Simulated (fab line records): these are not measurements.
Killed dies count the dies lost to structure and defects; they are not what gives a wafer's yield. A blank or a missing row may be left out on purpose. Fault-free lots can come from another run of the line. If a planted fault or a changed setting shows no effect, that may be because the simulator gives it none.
One fault seen from 2 desks -- flow sky130 -- each desk holds nothing but its own numbers, with what lay behind them at the end

METROLOGY DESK
Means of the sampled wafers that have a number, per lot and without regard to the tool the lot ran on: this is what the gauges read. Marked OUT: a lot whose mean sits more than 4 standard deviations from the usual mean, which makes it out of limits; the brackets give that distance.
Columns: A = NWELL_01_OVL at SKY_NWELL_OVL_MEAS_23, usual 0.4 nm; B = VT_ADJUST_HVTR_TW at SKY_VT_ADJUST_HVTR_TW_MEAS_11, usual 210.5
lot,first seen here,A,B
L310,day 5 17:41,1.7,214.5
L311,day 6 00:39,-0.9,213.2
L313,day 6 06:02,4.4,212.5
L314,day 6 15:54,1.7,209.1
L316,day 7 02:26,1.1,208.9
L319,day 7 18:29,-0.2,215.4
L320,day 8 02:23,2.7,213.6
L321,day 8 09:13,0.2,188.8 (-9.9) OUT
L324,day 9 09:07,-0.5,186.9 (-11) OUT
L330,day 10 23:53,-1.1,209.0
L331,day 11 10:26,4.8,210.8
L332,day 11 16:04,-0.3,207.4
This desk's result: L321, L324 out of limits, first on L321 (VT_ADJUST_HVTR_TW at SKY_VT_ADJUST_HVTR_TW_MEAS_11), day 13 05:34. Within limits: L310, L311, L313, L314, L316, L319, L320, L330, L331, L332.

DESK OF THE TOOL OWNER: implanter-02
The tool's own readings at SKY_VT_ADJUST_HVTR_IMPLANT_09: means of the sampled wafers that have a number, for each lot that ran on this tool. Marked OUT: a lot whose mean sits more than 4 standard deviations from the usual mean, which makes it out of limits; the brackets give that distance.
Columns: A = doseIonsCm2 at SKY_VT_ADJUST_HVTR_IMPLANT_09, usual 2.1006e+12; B = faradayCurrentUA at SKY_VT_ADJUST_HVTR_IMPLANT_09, usual 11.86
lot,first seen here,A,B
L313,day 10 15:39,2.1000e+12,11.88
L314,day 11 02:34,2.0995e+12,11.66
L320,day 12 23:01,2.1012e+12,11.85
L321,day 13 05:20,1.3856e+12 (-99 or more) OUT,7.76 (-18) OUT
L324,day 14 08:51,1.3888e+12 (-99 or more) OUT,7.92 (-17) OUT
This desk finds L321, L324 out of limits, L321 being first, at day 13 05:20 (doseIonsCm2 at SKY_VT_ADJUST_HVTR_IMPLANT_09). Within limits: L313, L314, L320.

BROUGHT TOGETHER
The tool owner's desk had the chance to raise an alarm at day 13 05:20 on L321, L324.
An alarm was possible from the metrology desk at day 13 05:34, on L321, L324.
All the named lots went through SKY_VT_ADJUST_HVTR_IMPLANT_09 on implanter-02.

WHAT WAS PUT IN BY THE SIMULATOR
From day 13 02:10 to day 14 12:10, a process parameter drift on implanter-02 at SKY_VT_ADJUST_HVTR_IMPLANT_09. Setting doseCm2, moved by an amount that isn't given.
Lots struck among those shown: L321, L324.
Counting hours from when the fault started, the first reading out of limits came at 3 for the tool owner's desk and at 3 for the metrology desk.
